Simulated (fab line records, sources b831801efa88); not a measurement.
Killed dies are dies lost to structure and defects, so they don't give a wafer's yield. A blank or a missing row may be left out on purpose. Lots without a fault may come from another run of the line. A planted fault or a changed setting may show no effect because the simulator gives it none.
Tool commonality check | flow sky130 | 13 lots, 39 wafers sampled

WHY IT WAS OPENED
At SKY_SD_N_TW_MEAS_12 the reading SD_N_TW is flagged on 1 of 13 lots. Wafers without a fault read 3975, standard deviation 55.
Rule: a lot is flagged when every wafer of it that has a number lies more than 4 standard deviations from that mean, or none has a number. The other lots count as sound.

lot  | measured     | on            | SD_N_TW, wafer by wafer | flag
L758 | day 29 07:57 | film_metro-03 | 4012 4009 4012          |
L757 | day 29 09:54 | film_metro-01 | 3937 3922 3932          |
L759 | day 29 10:19 | film_metro-01 | 3926 3936 3934          |
L761 | day 29 23:02 | film_metro-04 | 4043 4030 4062          |
L763 | day 30 17:24 | film_metro-03 | 4030 4021 4030          |
L764 | day 30 20:22 | film_metro-01 | 30 30 29                | FLAGGED
L772 | day 32 23:45 | film_metro-01 | 3950 3928 3949          |
L773 | day 33 04:51 | film_metro-01 | 3954 3911 3926          |
L774 | day 33 13:02 | film_metro-01 | 3930 3917 3935          |
L775 | day 34 01:26 | film_metro-01 | 3951 3959 3948          |
L778 | day 35 05:57 | film_metro-03 | 4051 4076 4078          |
L780 | day 35 09:02 | film_metro-01 | 3957 3905 3907          |
L779 | day 35 12:17 | film_metro-01 | 3910 3926 3937          |
The numbers of the flagged lots are 30 on average: -3945 against the usual, or -72 standard deviations.

WHICH TOOL RAN EACH LOT
The record holds 3 process steps before the reading, out of a route of 708 steps. In each cell: the tool, then ch and the chambers that the sampled wafers went through, then the start.
lot  | flag    | SKY_POLY_CUT_STRIP_12                | SKY_RES_XHIGH_STRIP_08               | SKY_SD_N_STRIP_11
L758 |         | plasma_asher-01 ch 0,1, day 25 15:22 | plasma_asher-04 ch 0,1, day 28 03:03 | plasma_asher-01 ch 0,1, day 29 07:50
L757 |         | plasma_asher-03 ch 0,1, day 25 17:23 | plasma_asher-02 ch 1, day 28 04:51   | plasma_asher-01 ch 0,1, day 29 09:48
L759 |         | plasma_asher-02 ch 1, day 25 17:25   | plasma_asher-03 ch 0, day 28 05:14   | plasma_asher-03 ch 0,1, day 29 10:13
L761 |         | plasma_asher-02 ch 0,1, day 26 09:11 | plasma_asher-03 ch 0,1, day 28 19:07 | plasma_asher-04 ch 0,1, day 29 22:56
L763 |         | plasma_asher-02 ch 0, day 27 03:23   | plasma_asher-04 ch 1, day 29 12:40   | plasma_asher-03 ch 0, day 30 17:17
L764 | FLAGGED | plasma_asher-02 ch 0,1, day 27 05:53 | plasma_asher-03 ch 0,1, day 29 15:35 | plasma_asher-04 ch 1, day 30 20:15
L772 |         | plasma_asher-03 ch 0,1, day 29 12:32 | plasma_asher-02 ch 1, day 31 19:56   | plasma_asher-03 ch 0,1, day 32 23:39
L773 |         | plasma_asher-01 ch 0,1, day 29 17:16 | plasma_asher-03 ch 0,1, day 32 00:27 | plasma_asher-03 ch 0,1, day 33 04:45
L774 |         | plasma_asher-01 ch 0,1, day 30 03:08 | plasma_asher-03 ch 0,1, day 32 09:47 | plasma_asher-04 ch 0,1, day 33 12:55
L775 |         | plasma_asher-02 ch 0,1, day 30 15:02 | plasma_asher-03 ch 0,1, day 32 21:51 | plasma_asher-03 ch 0,1, day 34 01:18
L778 |         | plasma_asher-03 ch 0,1, day 31 20:58 | plasma_asher-03 ch 0,1, day 34 02:51 | plasma_asher-01 ch 0,1, day 35 05:50
L780 |         | plasma_asher-01 ch 0,1, day 31 23:22 | plasma_asher-02 ch 0,1, day 34 05:43 | plasma_asher-04 ch 0,1, day 35 08:55
L779 |         | plasma_asher-03 ch 0,1, day 32 01:35 | plasma_asher-03 ch 0,1, day 34 08:48 | plasma_asher-01 ch 0,1, day 35 12:10
What these steps do:
- SKY_POLY_CUT_STRIP_12: strips in O2/N2.
- SKY_RES_XHIGH_STRIP_08: strips in O2/N2.
- SKY_SD_N_STRIP_11: strips in O2/N2.
- SKY_SD_N_TW_MEAS_12

FLAGGED OVER TOTAL, TOOL BY TOOL (the gauges that took the reading come last)
step                   | tool            | lots run | flagged | share of the flagged lots | sound lots run after its first flagged lot
SKY_POLY_CUT_STRIP_12  | plasma_asher-01 | 4        | 0       | none                      | -
SKY_POLY_CUT_STRIP_12  | plasma_asher-02 | 5        | 1       | all                       | 1 (L775)
SKY_POLY_CUT_STRIP_12  | plasma_asher-03 | 4        | 0       | none                      | -
SKY_RES_XHIGH_STRIP_08 | plasma_asher-02 | 3        | 0       | none                      | -
SKY_RES_XHIGH_STRIP_08 | plasma_asher-03 | 8        | 1       | all                       | 5 (L773,L774,L775,L778,L779)
SKY_RES_XHIGH_STRIP_08 | plasma_asher-04 | 2        | 0       | none                      | -
SKY_SD_N_STRIP_11      | plasma_asher-01 | 4        | 0       | none                      | -
SKY_SD_N_STRIP_11      | plasma_asher-03 | 5        | 0       | none                      | -
SKY_SD_N_STRIP_11      | plasma_asher-04 | 4        | 1       | all                       | 2 (L774,L780)
SKY_SD_N_TW_MEAS_12    | film_metro-01   | 9        | 1       | all                       | 6 (L772,L773,L774,L775,L780,L779)
SKY_SD_N_TW_MEAS_12    | film_metro-03   | 3        | 0       | none                      | -
SKY_SD_N_TW_MEAS_12    | film_metro-04   | 1        | 0       | none                      | -

WHAT THE TABLE ALLOWS
4 rows of the table ran every flagged lot: plasma_asher-02 at SKY_POLY_CUT_STRIP_12, plasma_asher-03 at SKY_RES_XHIGH_STRIP_08, plasma_asher-04 at SKY_SD_N_STRIP_11, film_metro-01 at SKY_SD_N_TW_MEAS_12.
- plasma_asher-02 at SKY_POLY_CUT_STRIP_12: 1 of its 5 lots flagged. Sound lots ran on it after the first flagged one (L775), which a lasting fault on the whole tool wouldn't allow.
- plasma_asher-03 at SKY_RES_XHIGH_STRIP_08: 1 of its 8 lots flagged. Sound lots ran on it after the first flagged one (L773, L774, L775, L778, L779), which a lasting fault on the whole tool wouldn't allow. Its own readings lie more than 4 standard deviations out on every wafer of the flagged lots: oes_product_au.
- plasma_asher-04 at SKY_SD_N_STRIP_11: 1 of its 4 lots flagged. Sound lots ran on it after the first flagged one (L774, L780), which a lasting fault on the whole tool wouldn't allow. Its own readings lie more than 4 standard deviations out on every wafer of the flagged lots: oes_product_au, strip_time_to_endpoint_s.
- film_metro-01 at SKY_SD_N_TW_MEAS_12: 1 of its 9 lots flagged. Sound lots ran on it after the first flagged one (L772, L773, L774, L775, L780, L779), which a lasting fault on the whole tool wouldn't allow.
No row of the table ran every flagged lot and no sound lot after the first.

WHAT THE SIMULATOR HAD PUT IN
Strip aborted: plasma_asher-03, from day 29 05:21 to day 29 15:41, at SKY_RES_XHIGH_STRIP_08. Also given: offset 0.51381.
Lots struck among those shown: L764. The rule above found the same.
